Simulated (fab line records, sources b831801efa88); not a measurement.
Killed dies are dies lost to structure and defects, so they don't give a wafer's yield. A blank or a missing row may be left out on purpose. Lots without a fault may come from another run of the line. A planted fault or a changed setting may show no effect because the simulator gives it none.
Which tool did it? | flow sky130 | 13 lots, 39 wafers sampled, at 3 steps of a route of 708

WHAT THE GAUGES READ, wafer by wafer
SKY_METAL3_CD_MEAS_13: target cd 300 nm. Usual: cd_nm 300.0 nm, standard deviation 1.5.
lot  | measured     | on        | cd_nm (nm)        | flag
L447 | day 38 22:38 | cd_sem-02 | 299.9 300.4 300.4 |
L448 | day 39 03:41 | cd_sem-02 | 298.3 297.3 296.8 |
L449 | day 39 05:07 | cd_sem-01 | 302.2 303.6 302.4 |
L450 | day 40 00:29 | cd_sem-02 | 299.8 299.8 300.4 |
L451 | day 40 03:38 | cd_sem-02 | 299.2 300.1 299.6 |
L453 | day 40 21:50 | cd_sem-01 | 299.6 300.2 299.9 |
L456 | day 41 11:14 | cd_sem-01 | 302.7 301.7 302.9 |
L457 | day 41 19:56 | cd_sem-01 | 298.6 300.1 300.8 |
L458 | day 42 01:02 | cd_sem-01 | 300.5 300.1 298.9 |
L460 | day 42 13:56 | cd_sem-02 | 300.1 300.5 300.3 |
L463 | day 43 14:32 | cd_sem-02 | 300.2 300.5 299.3 |
L465 | day 44 01:53 | cd_sem-02 | 299.5 298.2 300.4 |
L469 | day 45 12:08 | cd_sem-01 | 299.0 298.9 298.9 |

SKY_VIA3_CD_MEAS_12: target cd 200 nm. Usual: cd_nm 200.2 nm, standard deviation 1.2.
lot  | measured     | on        | cd_nm (nm)        | flag
L447 | day 40 00:30 | cd_sem-01 | 202.0 200.4 200.5 |
L448 | day 40 05:47 | cd_sem-01 | 198.0 200.0 199.0 |
L449 | day 40 07:15 | cd_sem-02 | 198.7 198.2 197.7 |
L450 | day 41 02:23 | cd_sem-01 | 199.7 200.5 198.4 |
L451 | day 41 06:31 | cd_sem-01 | 200.4 200.2 200.3 |
L453 | day 41 23:47 | cd_sem-01 | 202.0 200.8 201.5 |
L456 | day 42 12:20 | cd_sem-01 | 200.5 199.4 200.6 |
L457 | day 42 21:20 | cd_sem-01 | 199.1 196.6 198.4 |
L458 | day 43 02:02 | cd_sem-01 | 200.8 201.0 200.6 |
L460 | day 43 15:20 | cd_sem-01 | 198.5 199.3 199.9 |
L463 | day 44 14:02 | cd_sem-01 | 202.4 202.9 200.0 |
L465 | day 45 01:56 | cd_sem-02 | 200.0 198.7 199.6 |
L469 | day 46 10:17 | cd_sem-01 | 200.3 200.0 200.8 |

SKY_VIA3_OVL_MEAS_13. Usual: VIA3_OVL 2 nm, standard deviation 5.
lot  | measured     | on         | VIA3_OVL (nm) | flag
L447 | day 40 00:37 | overlay-02 | 4 6 10        |
L448 | day 40 05:55 | overlay-01 | 3 10 -9       |
L449 | day 40 07:22 | overlay-01 | -4 -11 -1     |
L450 | day 41 02:30 | overlay-02 | 5 4 -1        |
L451 | day 41 06:37 | overlay-02 | 8 7 -1        |
L453 | day 41 23:52 | overlay-02 | 8 4 1         |
L456 | day 42 12:25 | overlay-02 | -4 -1 -10     |
L457 | day 42 21:27 | overlay-01 | 5 10 5        |
L458 | day 43 02:07 | overlay-01 | 7 -1 0        |
L460 | day 43 15:25 | overlay-01 | -2 -8 -2      |
L463 | day 44 14:10 | overlay-01 | 1 7 4         |
L465 | day 45 02:01 | overlay-02 | -2 5 -5       |
L469 | day 46 10:25 | overlay-01 | 7 -1 6        |

WHICH TOOL RAN EACH LOT (tool, then ch and the chambers of the sampled wafers, then the start)
The record holds no process step before these readings.

WHAT THE TOOLS THEMSELVES READ (means of the sampled wafers that have a number; where no wafer has one, the mark that the record gives instead)
The record holds no such reading with a usual standard deviation.

THE ANSWER, worked out from the rows above alone
Rule: a lot is off if the mean of its wafers that have a number lies more than 3 standard deviations from the usual mean. A lot without any number at a reading at which 4 lots or more have one is off too. The other lots that the step has rows for count as sound. The gauges are gone through in route order, then the tools' own readings, and for those a lot's mean is taken as printed above. The first step at which some lot is off is used, and at that step the reading that is off furthest; a lot without a number counts as furthest.
No lot is off at any reading shown: from this, nothing can be told.

WHAT THE SIMULATOR HAD PUT IN
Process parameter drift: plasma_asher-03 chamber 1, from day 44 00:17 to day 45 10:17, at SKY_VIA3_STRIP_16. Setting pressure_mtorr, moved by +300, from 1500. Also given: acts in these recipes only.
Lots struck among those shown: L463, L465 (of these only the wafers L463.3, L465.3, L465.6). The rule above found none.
